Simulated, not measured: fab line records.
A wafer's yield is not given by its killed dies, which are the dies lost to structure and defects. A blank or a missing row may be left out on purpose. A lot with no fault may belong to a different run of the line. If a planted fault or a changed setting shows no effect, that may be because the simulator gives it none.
fab line records	flow sky130
record lots=6	wafers=18	last_day=49
route steps=708 shown METAL1@446 VIA1@458 PAD_OPEN@708
lots untouched by any fault: they come from a run of this same line in which no faults occurred
start_h: hours from the record's opening day to when the first of the lot's shown wafers began	wait_h: hours from the lot's prior step to this one	" unchanged from the row above	L1.1+2: a single row standing in for several wafers	- no value present, or no start provided	* or withheld: withheld	< > ~ a bound
route shown NAME@n: a module of which the file shows steps, and the number in the route of the first	usual: the fault-free wafers' mean and standard deviation	same: alike in all rows	chamber/n: place in a boat	sites: the reading at each site	_std_site: the values' standard deviation	_edge_site: outer sites' mean less inner sites'	radius_mm: for every site, how far away it sits from the centre of the wafer	mask NAME#n: copy n	behind: the most recent tool/chamber to have shaped the wafer	hold: why the lot went on hold/how many hours it stayed there/how the hold came to an end	device: names the non-switching transistor (n, p or np)	end of line: the route-end tests of the same wafers	for a step that has no rows: nothing shown but its recipe	killed: dies lost to structure and defects at the first sort, not the wafer's yield	map: per-die view of a wafer (x killed, . not killed, _ where there is no die)
set.NAME: the run value of the setting; set.NAME@STEP: its run value at that earlier step	model.NAME: the simulator's own value behind a step, which no gauge read
lots at selected steps of the route; one table per step, one row per wafer
services: a tool's chamber out of use, with start hour (start_h, from the record's first day; less than 0 if before it), hours out, and reason
## steps
# step SKY_METAL1_EXPOSE_12
# recipe mask_id=MM1	na=0.8	source_shape=annular	sigma_inner=0.55	sigma_outer=0.85	target_cd_nm=140	dose_mj=28
# step SKY_METAL1_PEB_13
# recipe peb_temp_c=withheld	peb_time_s=withheld	resist=KrF-thick
# step SKY_METAL1_DEVELOP_14
# recipe develop_time_s=60	resist=KrF-thick	dev_temp_c=21
# step SKY_METAL1_CD_MEAS_15
# recipe target_cd_nm=140
# usual cd_nm=140.2/1.6
lot.wafer	tool	chamber	start_h	wait_h	cd_nm
L560.2	cd_sem-01	-	758.17	-	140.4
L560.5	"	-	"	"	138.4
L560.6	"	-	"	"	138.0
L564.2	cd_sem-01	-	799.77	-	142.7
L564.3	"	-	"	"	141.8
L564.6	"	-	"	"	143.1
L576.2	cd_sem-01	-	885.12	-	140.7
L576.4	"	-	"	"	141.2
L576.5	"	-	"	"	139.6
L578.1	cd_sem-02	-	914.35	-	139.9
L578.4	"	-	"	"	139.5
L578.6	"	-	"	"	138.6
L581.3	cd_sem-01	-	916.89	-	140.2
L581.5	"	-	"	"	139.2
L581.6	"	-	"	"	138.1
L580.1	cd_sem-01	-	918.64	-	141.4
L580.3	"	-	"	"	140.9
L580.5	"	-	"	"	140.7
# step SKY_METAL1_OVL_MEAS_16
# usual METAL1_OVL=-1/5.2
lot.wafer	tool	chamber	start_h	wait_h	METAL1_OVL[nm]
L560.2	overlay-01	-	758.28	0.1	-2
L560.5	"	-	"	"	-2
L560.6	"	-	"	"	-6
L564.2	overlay-02	-	799.88	0.1	3
L564.3	"	-	"	"	1
L564.6	"	-	"	"	-3
L576.2	overlay-02	-	885.23	0.1	-8
L576.4	"	-	"	"	-5
L576.5	"	-	"	"	-7
L578.1	overlay-01	-	914.47	0.1	-2
L578.4	"	-	"	"	-3
L578.6	"	-	"	"	-5
L581.3	overlay-01	-	916.98	0.1	-4
L581.5	"	-	"	"	1
L581.6	"	-	"	"	-2
L580.1	overlay-01	-	918.76	0.1	-12
L580.3	"	-	"	"	-14
L580.5	"	-	"	"	-11
# step SKY_METAL1_DESCUM_17
# recipe chemistry=O2	source_power_w=150	bias_power_w=0	pressure_mtorr=10	temp_c=40	time_s=8
# usual drypump_motor_current_A=5.6/0.38	oes_product_au=0.999/0.0077
lot.wafer	tool	chamber	start_h	wait_h	drypump_motor_current_A	oes_product_au	rf_hours_counter_h
L560.2	rie_metal-03	0	758.31	0.0	5.5	0.991	2
L560.5	"	1	"	"	5.7	0.995	-
L560.6	"	0	"	"	5.5	0.994	-
L564.2	rie_metal-03	1	799.91	0.0	5.7	0.991	5
L564.3	"	0	"	"	5.5	1.002	-
L564.6	"	0	"	"	5.5	1.001	-
L576.2	rie_metal-01	1	885.26	0.0	5.7	1.000	16
L576.4	"	1	"	"	5.7	1.011	-
L576.5	"	0	"	"	6.3	0.994	-
L578.1	rie_metal-03	1	914.51	0.0	5.7	1.010	9
L578.4	"	1	"	"	5.7	1.009	-
L578.6	"	0	"	"	5.4	0.997	-
L581.3	rie_metal-02	0	917.02	0.0	5.1	1.002	-
L581.5	"	1	"	"	5.6	0.979	-
L581.6	"	0	"	"	5.1	0.990	-
L580.1	rie_metal-02	0	918.79	0.0	5.1	0.994	12
L580.3	"	1	"	"	5.6	0.996	-
L580.5	"	0	"	"	5.1	0.991	-
# step SKY_METAL1_ETCH_18
# recipe chemistry=N2/H2	target=BARC	ion_energy_ev=200	bias_w=100	pressure_mtorr=30	n2_flow_sccm=100	h2_flow_sccm=200	icp_w=500	stop_on=SiO2	time_s=45.9	target_depth_a=600
# usual bias_w=100.01/0.26	drypump_motor_current_A=5.7/0.38	oes_product_au=0.845/0.0045	throttle_valve_pct=13.223/0.0086
lot.wafer	tool	chamber	start_h	wait_h	bias_w	drypump_motor_current_A	oes_product_au	rf_hours_counter_h	throttle_valve_pct
L560.2	rie_metal-03	0	758.34	0.0	100.00	5.5	0.844	2	13.222
L560.5	"	1	"	"	100.05	5.7	0.844	-	13.207
L560.6	"	0	"	"	99.72	5.5	0.838	-	13.223
L564.2	rie_metal-03	1	799.94	0.0	100.06	5.7	0.850	5	13.230
L564.3	"	0	"	"	99.59	5.5	0.845	-	13.215
L564.6	"	0	"	"	99.96	5.5	0.843	-	13.226
L576.2	rie_metal-01	1	885.29	0.0	99.63	5.7	0.845	16	13.227
L576.4	"	1	"	"	99.66	5.7	0.845	-	13.240
L576.5	"	0	"	"	100.03	6.3	0.847	-	13.226
L578.1	rie_metal-03	1	914.54	0.0	100.01	5.7	0.847	9	13.224
L578.4	"	1	"	"	100.32	5.7	0.839	-	13.230
L578.6	"	0	"	"	100.07	5.5	0.853	-	13.228
L581.3	rie_metal-02	0	917.06	0.0	99.94	5.1	0.845	-	13.222
L581.5	"	1	"	"	100.30	5.6	0.846	-	13.212
L581.6	"	0	"	"	100.44	5.0	0.847	-	13.223
L580.1	rie_metal-02	0	918.82	0.0	99.71	5.1	0.846	12	13.226
L580.3	"	1	"	"	99.91	5.7	0.854	-	13.229
L580.5	"	0	"	"	100.28	5.1	0.852	-	13.230
# step SKY_METAL1_METAL_ETCH_19
# recipe target_depth_a=3600	stop_on=SiO2	over_etch_frac=0.3	time_s=78	chemistry=Cl2/BCl3	resist_sidewall_deg=88	pressure_mtorr=10	icp_w=900	bias_w=48.5	Cl2_flow_sccm=60	bcl3_flow_sccm=30
# usual bias_w=48.52/0.15	drypump_motor_current_A=5.6/0.38	oes_product_au=0.855/0.0057	throttle_valve_pct=22.264/0.0097
lot.wafer	tool	chamber	start_h	wait_h	bias_w	drypump_motor_current_A	oes_product_au	rf_hours_counter_h	throttle_valve_pct
L560.2	rie_metal-03	0	758.40	0.0	48.62	5.4	0.860	2	22.265
L560.5	"	1	"	"	48.63	5.7	0.864	-	22.270
L560.6	"	0	"	"	48.36	5.5	0.853	-	22.273
L564.2	rie_metal-03	1	800.00	0.0	48.51	5.7	0.857	5	22.262
L564.3	"	0	"	"	48.40	5.5	0.855	-	22.277
L564.6	"	0	"	"	48.59	5.5	0.864	-	22.255
L576.2	rie_metal-01	1	885.36	0.0	48.42	5.7	0.854	16	22.253
L576.4	"	1	"	"	48.45	5.7	0.869	-	22.266
L576.5	"	0	"	"	48.28	6.3	0.852	-	22.268
L578.1	rie_metal-03	1	914.61	0.0	48.20	5.7	0.848	9	22.258
L578.4	"	1	"	"	48.56	5.7	0.846	-	22.262
L578.6	"	0	"	"	48.43	5.5	0.853	-	22.250
L581.3	rie_metal-02	0	917.13	0.1	48.86	5.0	0.857	-	22.267
L581.5	"	1	"	"	48.74	5.6	0.857	-	22.261
L581.6	"	0	"	"	48.67	5.0	0.854	-	22.285
L580.1	rie_metal-02	0	918.89	0.0	48.54	5.1	0.861	12	22.271
L580.3	"	1	"	"	48.68	5.6	0.859	-	22.281
L580.5	"	0	"	"	48.50	5.0	0.857	-	22.271
# step SKY_METAL1_STRIP_20
# recipe chemistry=O2/N2	power_w=1400	pressure_mtorr=1500	platen_temp_c=withheld	o2_flow_sccm=3000	n2_flow_sccm=300	overash_fraction=0.5
# usual drypump_motor_current_A=5.6/0.56	oes_product_au=0.342/0.0045	strip_time_to_endpoint_s=2.68/0.043
lot.wafer	tool	chamber	start_h	wait_h	drypump_motor_current_A	oes_product_au	rf_hours_counter_h	strip_time_to_endpoint_s
L560.2	plasma_asher-03	1	758.49	0.1	6.2	0.338	38	2.70
L560.5	"	1	"	"	6.1	0.344	-	2.67
L560.6	"	0	"	"	5.9	0.348	-	2.71
L564.2	plasma_asher-02	0	800.09	0.1	5.5	0.346	65	2.71
L564.3	"	0	"	"	5.5	0.346	-	2.79
L564.6	"	0	"	"	5.5	0.345	-	2.70
L576.2	plasma_asher-02	1	885.45	0.1	4.9	0.342	75	2.64
L576.4	"	1	"	"	4.9	0.337	-	2.58
L576.5	"	0	"	"	5.5	0.343	-	2.67
L578.1	plasma_asher-03	0	914.70	0.1	5.9	0.342	50	2.72
L578.4	"	0	"	"	5.9	0.345	-	2.72
L578.6	"	1	"	"	6.2	0.346	-	2.74
L581.3	plasma_asher-02	0	917.23	0.1	5.5	0.345	-	2.66
L581.5	"	1	"	"	4.9	0.337	-	2.67
L581.6	"	0	"	"	5.5	0.335	-	2.66
L580.1	plasma_asher-03	1	918.98	0.1	6.2	0.343	50	2.68
L580.3	"	1	"	"	6.2	0.347	-	2.67
L580.5	"	1	"	"	6.2	0.342	-	2.67
# step SKY_METAL1_STRIP_21
# recipe chemistry=post_etch_residue_remover	time_s=1200	temp_c=72.5
# step SKY_METAL1_CLEAN_22
# recipe chemistry=IPA	time_s=180	temp_c=25
# step SKY_METAL1_CLEAN_23
# recipe chemistry=O3/DIW	dry=n2_spin
# step SKY_VIA1_HDPCVD_00
# recipe material=SiO2	target_thk_nm=1030	sigma_open_frac=0.3	time_s=171.7	temp_c=400	sih4_flow_sccm=60	pressure_mtorr=6
# usual sih4_flow_sccm=59.98/0.17
lot.wafer	tool	chamber	start_h	wait_h	sih4_flow_sccm	model.SiO2_of_VIA1_HDPCVD_00.thk_nm
L560.2	hdpcvd-02	0	759.13	0.0	60.02	1030
L560.5	"	1	"	"	59.80	1035
L560.6	"	0	"	"	60.11	1039
L564.2	hdpcvd-01	1	800.75	0.0	60.15	1034
L564.3	"	0	"	"	60.03	1025
L564.6	"	1	"	"	60.09	1040
L576.2	hdpcvd-01	0	886.05	0.0	30.05	513.2
L576.4	"	0	"	"	30.22	513.7
L576.5	"	2	"	"	60.06	1045
L578.1	hdpcvd-01	0	915.30	0.0	29.82	500.6
L578.4	"	1	"	"	60.00	1033
L578.6	"	2	"	"	60.21	1019
L581.3	hdpcvd-02	0	917.80	0.0	59.96	1028
L581.5	"	2	"	"	59.95	1016
L581.6	"	1	"	"	59.98	1023
L580.1	hdpcvd-02	2	919.63	0.0	60.19	1028
L580.3	"	0	"	"	60.10	1049
L580.5	"	2	"	"	60.00	1025
# step SKY_VIA1_THK_MEAS_01
# recipe reads=SiO2_of_VIA1_HDPCVD_00
# usual VIA1_HDPCVD_THK=1028/11
lot.wafer	tool	chamber	start_h	wait_h	hold	VIA1_HDPCVD_THK[nm]
L560.2	film_metro-04	-	759.25	0.1	-	1029
L560.5	"	-	"	"	-	1035
L560.6	"	-	"	"	-	1039
L564.2	film_metro-02	-	800.87	0.1	-	1034
L564.3	"	-	"	"	-	1025
L564.6	"	-	"	"	-	1041
L576.2	film_metro-01	-	886.17	0.1	await_dispo/0.2h/release	513
L576.4	"	-	"	"	await_dispo/0.2h/release	513
L576.5	"	-	"	"	await_dispo/0.2h/release	1045
L576.2	film_metro-01	-	886.40	0.2	-	513
L576.4	"	-	"	"	-	514
L576.5	"	-	"	"	-	1046
L578.1	film_metro-01	-	915.41	0.1	await_dispo/0.2h/release	501
L578.4	"	-	"	"	await_dispo/0.2h/release	1033
L578.6	"	-	"	"	await_dispo/0.2h/release	1019
L578.1	film_metro-01	-	915.63	0.2	-	501
L578.4	"	-	"	"	-	1033
L578.6	"	-	"	"	-	1018
L581.3	film_metro-01	-	917.93	0.1	-	1028
L581.5	"	-	"	"	-	1017
L581.6	"	-	"	"	-	1023
L580.1	film_metro-01	-	919.75	0.1	-	1027
L580.3	"	-	"	"	-	1049
L580.5	"	-	"	"	-	1025
# step SKY_VIA1_CMP_02
# recipe material=SiO2	down_force_psi=4	platen_rpm=60	pad_velocity_m_s=0.94248
# usual motor_current_A=12.9/0.94
lot.wafer	tool	chamber	start_h	wait_h	hold	motor_current_A
L560.2	cmp-02	1	759.40	0.1	-	11.0
L560.6	"	3	"	"	-	13.4
L560.5	"	0	"	"	-	11.9
L564.3	cmp-02	1	801.02	0.1	-	11.7
L564.2	"	2	"	"	-	13.6
L564.6	"	0	"	"	-	12.3
L576.4	cmp-01	2	888.66	2.2	await_dispo/2.2h/release	11.9
L576.2	"	3	"	"	await_dispo/2.2h/release	12.3
L576.5	"	1	"	"	await_dispo/2.2h/release	14.0
L581.3	cmp-02	2	918.12	0.2	-	12.9
L581.5	"	3	"	"	-	13.9
L581.6	"	0	"	"	-	12.1
L578.1	cmp-01	3	919.42	3.8	await_dispo/3.7h/release	11.8
L578.4	"	1	"	"	await_dispo/3.7h/release	13.1
L578.6	"	3	"	"	await_dispo/3.7h/release	12.1
L580.3	cmp-02	1	919.81	0.0	-	12.4
L580.1	"	2	"	"	-	13.3
L580.5	"	2	"	"	-	13.0
# step SKY_PAD_OPEN_PROBE_99
# usual defect_limited_yield=82.3/2	killed_at_M0_to_M3=44/7.8	killed_at_M4_up=2.9/1.7	killed_at_contacts=24/5.4	killed_at_front_end=15/4.5	killed_at_other=0.3/0.55	killed_dies=87/10	killed_open=48/7.4	killed_short=39/5.9
# same gross_dies=492	killed_at_back_side=0
lot.wafer	tool	chamber	start_h	wait_h	defect_limited_yield[%]	killed_at_M0_to_M3	killed_at_M4_up	killed_at_contacts	killed_at_front_end	killed_at_other	killed_dies	killed_open	killed_short	model.etest.tester.sort_n_pass	model.etest.tester.sort_yield_pct	model.etest.tester.sort_bin_3_pct	model.etest.met2_comb.leak_log10_a_um	model.etest.tester.sort_bin_8_pct	model.etest.tester.sort_bin_4_pct
L560.2	prober-02	-	1072.67	0.1	83.1	44	2	24	13	0	83	48	35	409	83.13	0.4065	-11.99	0	0
L560.5	prober-02	-	1072.82	0.2	83.3	44	4	21	12	1	82	42	40	410	83.33	1.016	-12.07	0	0
L560.6	prober-02	-	1072.87	0.2	80.7	45	3	25	21	1	95	51	44	397	80.69	0.6098	-12.07	0	0
L564.2	prober-02	-	1100.56	0.1	79.5	56	4	27	14	0	101	55	46	391	79.47	0.813	-12.07	0	0
L564.3	prober-02	-	1100.61	0.2	80.7	55	4	18	17	1	95	50	45	397	80.69	1.423	-11.95	0	0
L564.6	prober-02	-	1100.76	0.2	81.1	60	2	17	14	0	93	48	45	399	81.1	1.423	-12.17	0	0
L576.2	prober-02	-	1164.66	0.1	77.8	50	2	32	25	0	109	66	43	242	49.19	29.47	-7.181	4.784e-10	5.018e-15
L576.4	prober-02	-	1164.76	0.2	82.1	39	5	26	17	1	88	52	36	243	49.39	33.54	-7.164	5.216e-10	5.458e-15
L576.5	prober-02	-	1164.81	0.2	81.7	37	4	35	14	0	90	51	39	402	81.71	0.6098	-12.02	0	0
L578.1	prober-01	-	1186.12	0.1	82.9	48	3	21	11	1	84	49	35	247	50.2	33.33	-7.153	0.0004143	0
L578.4	prober-01	-	1186.27	0.2	84.8	34	4	23	14	0	75	43	32	417	84.76	1.016	-11.98	0	0
L578.6	prober-01	-	1186.37	0.2	85.8	39	4	18	9	0	70	37	33	422	85.77	0	-11.98	0	0
L581.3	prober-02	-	1186.22	0.2	83.1	39	1	24	19	0	83	40	43	409	83.13	0.813	-11.84	0	0
L581.5	prober-02	-	1186.32	0.2	81.7	42	4	22	21	1	90	56	34	402	81.71	0.2033	-11.99	0	0
L581.6	prober-02	-	1186.37	0.2	81.3	42	3	24	23	0	92	52	40	400	81.3	1.22	-11.96	0	0
L580.1	prober-01	-	1186.92	0.1	80.3	44	1	35	17	0	97	51	46	395	80.28	1.016	-11.96	0	0
L580.3	prober-01	-	1187.02	0.2	83.3	44	2	29	7	0	82	46	36	410	83.33	1.423	-11.87	0	0
L580.5	prober-01	-	1187.12	0.2	85.2	32	2	30	9	0	73	36	37	419	85.16	0.813	-12	0	0
# killed by level:class
L560.2 VIA1:geometric_particle:open=12 LI_CONTACT:geometric_particle:open=11 CONTACT:geometric_particle:open=7 VIA2:geometric_particle:open=6 VIA1:geometric_particle:short=5 METAL1:geometric_particle:short=5 FIELD_ISO:geometric_particle:short=4 VIA2:geometric_particle:short=4
L560.5 CONTACT:geometric_particle:open=8 METAL1:geometric_particle:short=8 VIA1:geometric_particle:short=8 VIA1:geometric_particle:open=8 VIA2:geometric_particle:open=8 FIELD_ISO:geometric_particle:open=4 LI_CONTACT:geometric_particle:open=4 CONTACT:geometric_particle:short=4
L560.6 FIELD_ISO:geometric_particle:open=10 VIA1:geometric_particle:open=9 VIA2:geometric_particle:open=9 CONTACT:geometric_particle:short=8 LI_CONTACT:geometric_particle:open=6 CONTACT:geometric_particle:open=5 VIA2:geometric_particle:short=5 VIA1:geometric_particle:short=5
L564.2 VIA1:geometric_particle:open=14 LI_CONTACT:geometric_particle:open=13 VIA2:geometric_particle:open=9 VIA1:geometric_particle:short=7 CONTACT:geometric_particle:open=6 CONTACT:geometric_particle:short=6 METAL1:geometric_particle:short=6 METAL2:geometric_particle:short=5
L564.3 VIA1:geometric_particle:open=14 METAL1:geometric_particle:short=8 VIA3:geometric_particle:open=7 CONTACT:geometric_particle:open=7 LI_CONTACT:geometric_particle:open=5 VIA3:geometric_particle:short=5 FIELD_ISO:geometric_particle:short=4 VIA2:geometric_particle:short=4
L564.6 VIA1:geometric_particle:open=15 VIA3:geometric_particle:open=10 METAL2:geometric_particle:short=9 VIA1:geometric_particle:short=7 FIELD_ISO:geometric_particle:short=5 VIA2:geometric_particle:open=5 LOCAL_INTERCONNECT:geometric_particle:short=4 CONTACT:geometric_particle:open=4
L576.2 LI_CONTACT:geometric_particle:open=15 POLY_GATE:geometric_particle:open=10 VIA2:geometric_particle:open=9 VIA1:geometric_particle:short=8 CONTACT:geometric_particle:open=7 VIA3:geometric_particle:open=7 VIA1:geometric_particle:open=7 FIELD_ISO:geometric_particle:open=6
L576.4 LI_CONTACT:geometric_particle:open=10 VIA3:geometric_particle:open=8 CONTACT:geometric_particle:open=7 VIA2:geometric_particle:open=6 METAL1:geometric_particle:short=5 VIA2:geometric_particle:short=5 FIELD_ISO:geometric_particle:open=4 CONTACT:geometric_particle:short=4
L576.5 CONTACT:geometric_particle:open=12 VIA3:geometric_particle:open=10 LI_CONTACT:geometric_particle:open=9 VIA1:geometric_particle:open=7 LOCAL_INTERCONNECT:geometric_particle:short=5 CONTACT:geometric_particle:short=5 METAL1:geometric_particle:short=5 FIELD_ISO:geometric_particle:open=4
L578.1 VIA1:geometric_particle:open=13 VIA3:geometric_particle:open=8 LI_CONTACT:geometric_particle:open=6 CONTACT:geometric_particle:open=6 LOCAL_INTERCONNECT:geometric_particle:short=5 VIA2:geometric_particle:open=5 METAL2:geometric_particle:short=4 VIA3:geometric_particle:short=4
L581.3 LI_CONTACT:geometric_particle:open=8 VIA1:geometric_particle:open=7 METAL2:geometric_particle:short=7 LOCAL_INTERCONNECT:geometric_particle:short=6 CONTACT:geometric_particle:open=5 METAL1:geometric_particle:short=5 VIA2:geometric_particle:open=5 METAL3:geometric_particle:short=4
L578.4 CONTACT:geometric_particle:open=13 VIA1:geometric_particle:open=7 VIA3:geometric_particle:open=6 POLY_GATE:geometric_particle:short=5 VIA1:geometric_particle:short=5 LI_CONTACT:geometric_particle:open=4 VIA2:geometric_particle:open=4 METAL4:geometric_particle:short=4
L581.5 VIA1:geometric_particle:open=11 LI_CONTACT:geometric_particle:open=10 CONTACT:geometric_particle:open=9 VIA2:geometric_particle:open=9 VIA3:geometric_particle:open=6 FIELD_ISO:geometric_particle:short=5 POLY_GATE:geometric_particle:short=4 METAL1:geometric_particle:short=4
L578.6 METAL1:geometric_particle:short=8 CONTACT:geometric_particle:open=7 VIA1:geometric_particle:open=7 VIA3:geometric_particle:open=6 LI_CONTACT:geometric_particle:open=5 CONTACT:geometric_particle:short=3 VIA1:geometric_particle:short=3 METAL2:geometric_particle:short=3
L581.6 VIA1:geometric_particle:open=11 LI_CONTACT:geometric_particle:open=8 CONTACT:geometric_particle:open=7 METAL2:geometric_particle:short=7 POLY_GATE:geometric_particle:short=6 CONTACT:geometric_particle:short=5 VIA1:geometric_particle:short=5 METAL3:geometric_particle:short=5
L580.1 CONTACT:geometric_particle:open=15 LI_CONTACT:geometric_particle:open=9 VIA1:geometric_particle:short=9 VIA1:geometric_particle:open=8 CONTACT:geometric_particle:short=7 VIA3:geometric_particle:open=7 FIELD_ISO:geometric_particle:short=5 METAL2:geometric_particle:short=5
L580.3 LI_CONTACT:geometric_particle:open=12 METAL2:geometric_particle:short=9 CONTACT:geometric_particle:open=9 VIA1:geometric_particle:open=8 VIA1:geometric_particle:short=6 METAL1:geometric_particle:short=5 LI_CONTACT:geometric_particle:short=4 METAL1:geometric_particle:open=4
L580.5 CONTACT:geometric_particle:short=9 VIA1:geometric_particle:open=9 LI_CONTACT:geometric_particle:open=7 CONTACT:geometric_particle:open=6 METAL2:geometric_particle:short=6 LOCAL_INTERCONNECT:geometric_particle:short=5 VIA3:geometric_particle:open=4 FIELD_ISO:geometric_particle:short=3
## services
tool	chamber	start_h	hours	kind
rie_metal-01	-	734.88	0.8	repair
cmp-01	-	744.00	4.0	pm
cmp-01	-	757.38	5.3	repair
cmp-01	-	761.82	0.8	repair
hdpcvd-02	-	770.48	1.8	repair
cmp-02	-	778.46	0.6	repair
plasma_asher-03	-	783.51	4.3	pm
plasma_asher-02	-	784.06	0.3	repair
cmp-02	-	784.38	0.9	repair
plasma_asher-03	-	796.02	35.5	repair
plasma_asher-03	-	798.37	3.5	repair
rie_metal-03	-	811.92	14.6	pm
cmp-02	-	817.90	1.8	repair
plasma_asher-02	-	830.58	1.3	repair
plasma_asher-03	-	831.99	4.6	repair
cmp-02	-	837.39	0.8	repair
cmp-02	-	856.23	3.2	pm
cmp-01	-	867.56	5.8	pm
hdpcvd-02	-	870.85	0.6	repair
rie_metal-01	-	873.87	0.2	repair
cmp-02	-	903.01	2.6	repair
hdpcvd-01	-	909.84	0.8	pm
plasma_asher-03	-	911.29	0.5	repair
cmp-02	-	912.00	4.0	pm
## key
first_sign step=SKY_VIA1_HDPCVD_00	reading=sih4_flow_sccm	direction=down	sigmas=99+	usual=59.98	struck=30.03
effect step=SKY_VIA1_THK_MEAS_01	reading=visit	direction=added
effect step=SKY_VIA1_THK_MEAS_01	reading=VIA1_HDPCVD_THK	direction=down	sigmas=47	usual=1028	struck=509
model_effect step=SKY_VIA1_HDPCVD_00	value=SiO2_of_VIA1_HDPCVD_00.thk_nm	without=1024	struck=509.2
model_effect step=SKY_PAD_OPEN_PROBE_99	value=etest.tester.sort_n_pass	without=398.3	struck=244
met_at SKY_VIA1_HDPCVD_00
struck_wafers L576.2,L576.4,L578.1
onset_between 800.75 886.05
fault kind=process_parameter_drift	tool=hdpcvd-01	chamber=0	onset_h=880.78	steps=SKY_VIA1_HDPCVD_00	channel=sih4_flow_sccm	offset=-30	shape=step	end_h=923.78	acts_in=these_recipes_only	stated=60
